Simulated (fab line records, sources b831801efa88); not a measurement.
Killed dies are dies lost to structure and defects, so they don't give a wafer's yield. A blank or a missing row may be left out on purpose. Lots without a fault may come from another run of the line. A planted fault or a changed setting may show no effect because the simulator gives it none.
Which tool did it? | flow sky130 | 12 lots, 36 wafers sampled, at 5 steps of a route of 708

WHAT THE GAUGES READ, wafer by wafer
The record holds no reading of a measuring or inspecting step that can be judged against a usual standard deviation.

WHICH TOOL RAN EACH LOT (tool, then ch and the chambers of the sampled wafers, then the start)
lot  | SKY_VT_ADJUST_HVTR_STRIP_10          | SKY_LI_CONTACT_CMP_02         | SKY_METAL1_SPUTTER_02        | SKY_METAL1_ETCH_18                | SKY_PAD_OPEN_PROBE_99
L254 | plasma_asher-03 ch 0, day 9 08:29    | cmp-01 ch 0,1,3, day 27 19:02 | pvd_sputter-03, day 31 10:03 | rie_metal-03 ch 0, day 32 13:36   | -
L255 | plasma_asher-03 ch 0, day 9 14:31    | cmp-01 ch 1,2,3, day 28 00:59 | pvd_sputter-03, day 31 17:50 | rie_metal-04 ch 0, day 32 20:41   | -
L256 | plasma_asher-01 ch 0,1, day 10 03:58 | cmp-02 ch 0,1, day 28 18:21   | pvd_sputter-03, day 32 09:56 | rie_metal-01 ch 0,1, day 33 13:12 | -
L258 | plasma_asher-01 ch 0,1, day 10 16:43 | cmp-01 ch 1,2, day 29 09:08   | pvd_sputter-04, day 33 01:44 | rie_metal-01 ch 0,1, day 34 04:13 | -
L261 | plasma_asher-03 ch 0,1, day 11 19:25 | cmp-01 ch 0,2, day 30 18:38   | pvd_sputter-03, day 34 07:02 | rie_metal-03 ch 0,1, day 35 09:48 | -
L263 | plasma_asher-02 ch 0,1, day 12 09:10 | cmp-02 ch 0,2,3, day 31 04:27 | pvd_sputter-04, day 34 17:29 | rie_metal-01 ch 1, day 35 20:15   | -
L265 | plasma_asher-03 ch 0,1, day 12 19:51 | cmp-02 ch 2,3, day 31 17:56   | pvd_sputter-02, day 35 06:19 | rie_metal-03 ch 0,1, day 36 08:25 | prober-01, day 48 11:26
L272 | plasma_asher-03 ch 0,1, day 14 21:24 | cmp-01 ch 0,3, day 33 20:38   | pvd_sputter-04, day 37 07:29 | rie_metal-03 ch 0, day 38 08:36   | -
L273 | plasma_asher-02 ch 0, day 15 04:52   | cmp-01 ch 1,2,3, day 34 03:01 | pvd_sputter-03, day 37 13:53 | rie_metal-03 ch 0,1, day 38 15:29 | prober-01, day 50 02:01
L274 | plasma_asher-02 ch 0,1, day 15 15:04 | cmp-02 ch 1,2,3, day 34 11:20 | pvd_sputter-02, day 37 22:11 | rie_metal-01 ch 0,1, day 38 23:27 | -
L276 | plasma_asher-03 ch 0,1, day 16 08:00 | cmp-01 ch 1,2,3, day 35 01:38 | pvd_sputter-04, day 38 12:08 | rie_metal-04 ch 0,1, day 39 12:17 | prober-02, day 50 16:51
L277 | plasma_asher-01 ch 0,1, day 16 14:30 | cmp-02 ch 0,1,3, day 35 03:26 | pvd_sputter-03, day 38 13:19 | rie_metal-01 ch 0,1, day 39 14:00 | prober-01, day 50 18:35
- SKY_VT_ADJUST_HVTR_STRIP_10: strips in O2/N2.
- SKY_LI_CONTACT_CMP_02: polishes PSG.
- SKY_METAL1_SPUTTER_02: material AlCu, target thk 250 nm, time 13.3 s.
- SKY_METAL1_ETCH_18: etches BARC in N2/H2, stops on SiO2, time 45.9 s, target depth 60 nm.
- SKY_PAD_OPEN_PROBE_99

WHAT THE TOOLS THEMSELVES READ (means of the sampled wafers that have a number; where no wafer has one, the mark that the record gives instead)
SKY_VT_ADJUST_HVTR_STRIP_10.
lot  | tool            | drypump_motor_current_A (A) | n2_flow_sccm (sccm) | oes_product_au (a.u.) | strip_time_to_endpoint_s (s)
L254 | plasma_asher-03 | 5.7                         | 299.3               | 0.713                 | 14.12
L255 | plasma_asher-03 | 5.7                         | 299.0               | 0.720                 | 14.14
L256 | plasma_asher-01 | 5.3                         | 299.6               | 0.717                 | 14.16
L258 | plasma_asher-01 | 5.3                         | 300.9               | 0.717                 | 14.18
L261 | plasma_asher-03 | 5.0                         | 299.9               | 0.714                 | 14.20
L263 | plasma_asher-02 | 5.9                         | 301.0               | 0.712                 | 14.15
L265 | plasma_asher-03 | 5.0                         | 300.6               | 0.890                 | -
L272 | plasma_asher-03 | 5.3                         | 300.3               | 0.717                 | 14.15
L273 | plasma_asher-02 | 6.2                         | 300.4               | 0.717                 | 14.12
L274 | plasma_asher-02 | 6.1                         | 299.5               | 0.717                 | 14.11
L276 | plasma_asher-03 | 5.3                         | 300.1               | 0.715                 | 14.14
L277 | plasma_asher-01 | 5.1                         | 300.5               | 0.714                 | 14.14

SKY_LI_CONTACT_CMP_02.
lot  | tool   | motor_current_A (A) | slurry_flow_ml_min | time_to_endpoint_s (s)
L254 | cmp-01 | 11.5                | 149.9              | 30.4
L255 | cmp-01 | 11.3                | 150.0              | 32.4
L256 | cmp-02 | 11.6                | 150.1              | 28.4
L258 | cmp-01 | 9.9                 | 150.3              | 29.3
L261 | cmp-01 | 12.4                | 150.4              | 28.4
L263 | cmp-02 | 11.0                | 150.3              | 32.9
L265 | cmp-02 | 11.2                | 150.4              | 32.0
L272 | cmp-01 | 12.5                | 149.7              | 29.3
L273 | cmp-01 | 11.4                | 149.9              | 29.6
L274 | cmp-02 | 11.0                | 150.1              | 32.6
L276 | cmp-01 | 11.0                | 149.8              | 32.3
L277 | cmp-02 | 11.5                | 150.0              | 32.5

SKY_METAL1_SPUTTER_02.
lot  | tool           | throttle_valve_pct (%)
L254 | pvd_sputter-03 | 29.7
L255 | pvd_sputter-03 | 29.8
L256 | pvd_sputter-03 | 29.3
L258 | pvd_sputter-04 | 29.3
L261 | pvd_sputter-03 | 29.1
L263 | pvd_sputter-04 | 29.7
L265 | pvd_sputter-02 | 30.1
L272 | pvd_sputter-04 | 29.1
L273 | pvd_sputter-03 | 28.9
L274 | pvd_sputter-02 | 29.8
L276 | pvd_sputter-04 | 29.7
L277 | pvd_sputter-03 | 29.2

SKY_METAL1_ETCH_18.
lot  | tool         | drypump_motor_current_A (A) | he_backside_leak_sccm (sccm) | n2_flow_sccm (sccm) | oes_product_au (a.u.) | rf_fwd_power_W (W) | throttle_valve_pct (%)
L254 | rie_metal-03 | 5.5                         | 3.14                         | 99.66               | 0.852                 | 495.6              | 13.226
L255 | rie_metal-04 | 5.1                         | 3.06                         | 100.02              | 0.856                 | 492.6              | 13.225
L256 | rie_metal-01 | 5.2                         | 3.21                         | 100.49              | 0.856                 | 495.0              | 13.224
L258 | rie_metal-01 | 5.0                         | 3.29                         | 100.21              | 0.852                 | 494.8              | 13.222
L261 | rie_metal-03 | 6.1                         | 3.44                         | 99.93               | 0.858                 | 496.2              | 13.226
L263 | rie_metal-01 | 5.3                         | 3.25                         | 100.21              | 0.856                 | 492.9              | 13.230
L265 | rie_metal-03 | 5.8                         | 3.06                         | 99.95               | 0.850                 | 497.1              | 13.224
L272 | rie_metal-03 | 5.5                         | 3.32                         | 100.17              | 0.853                 | 496.7              | 13.222
L273 | rie_metal-03 | 5.8                         | 3.11                         | 99.68               | 0.854                 | 495.5              | 13.228
L274 | rie_metal-01 | 5.2                         | 3.16                         | 100.06              | 0.856                 | 493.2              | 13.229
L276 | rie_metal-04 | 5.5                         | 2.92                         | 100.03              | 0.848                 | 494.6              | 13.230
L277 | rie_metal-01 | 5.2                         | 3.22                         | 99.85               | 0.855                 | 493.4              | 13.222

SKY_PAD_OPEN_PROBE_99.
lot  | tool      | killed_at_M0_to_M3 | killed_at_M4_up | killed_at_contacts | killed_at_front_end | killed_at_other | killed_dies | killed_on_rim | killed_open | killed_short
L265 | prober-01 | 49                 | 5.0             | 24                 | 15                  | 0.0             | 94          | 20            | 52          | 41
L273 | prober-01 | 57                 | 2.0             | 14                 | 11                  | 0.0             | 84          | 17            | 45          | 39
L276 | prober-02 | 46                 | 3.3             | 29                 | 15                  | 0.3             | 94          | 17            | 50          | 43
L277 | prober-01 | 33                 | 2.3             | 27                 | 14                  | 0.0             | 76          | 15            | 44          | 32

THE ANSWER, worked out from the rows above alone
Rule: what is usual is taken from the lots themselves. Put in order of their means at a reading, lots are off if they are a third of the lots or fewer, leave a main group of 4 or more, and stand apart from it by a gap of 3 or more times the standard deviation of the main group's means; of several such gaps the widest counts. A main group whose means are all the same, to the digits that the tables above print for the reading, isn't used. A lot without any number at a reading at which 4 lots or more have one is off too. The other lots that the step has rows for count as sound. The gauges are gone through in route order, then the tools' own readings, and for those a lot's mean is taken as printed above. The first step at which some lot is off is used, and at that step the reading that is off furthest; a lot without a number counts as furthest.
Off: L265, at SKY_VT_ADJUST_HVTR_STRIP_10 (strip_time_to_endpoint_s). Without a number there: L265. The main group: mean 14.15 s, standard deviation 0.025.
A tool fits if, at that step or a process step before it, it ran every lot that is off, and no sound lot after the first of them. None of those tried fits.

WHAT THE SIMULATOR HAD PUT IN
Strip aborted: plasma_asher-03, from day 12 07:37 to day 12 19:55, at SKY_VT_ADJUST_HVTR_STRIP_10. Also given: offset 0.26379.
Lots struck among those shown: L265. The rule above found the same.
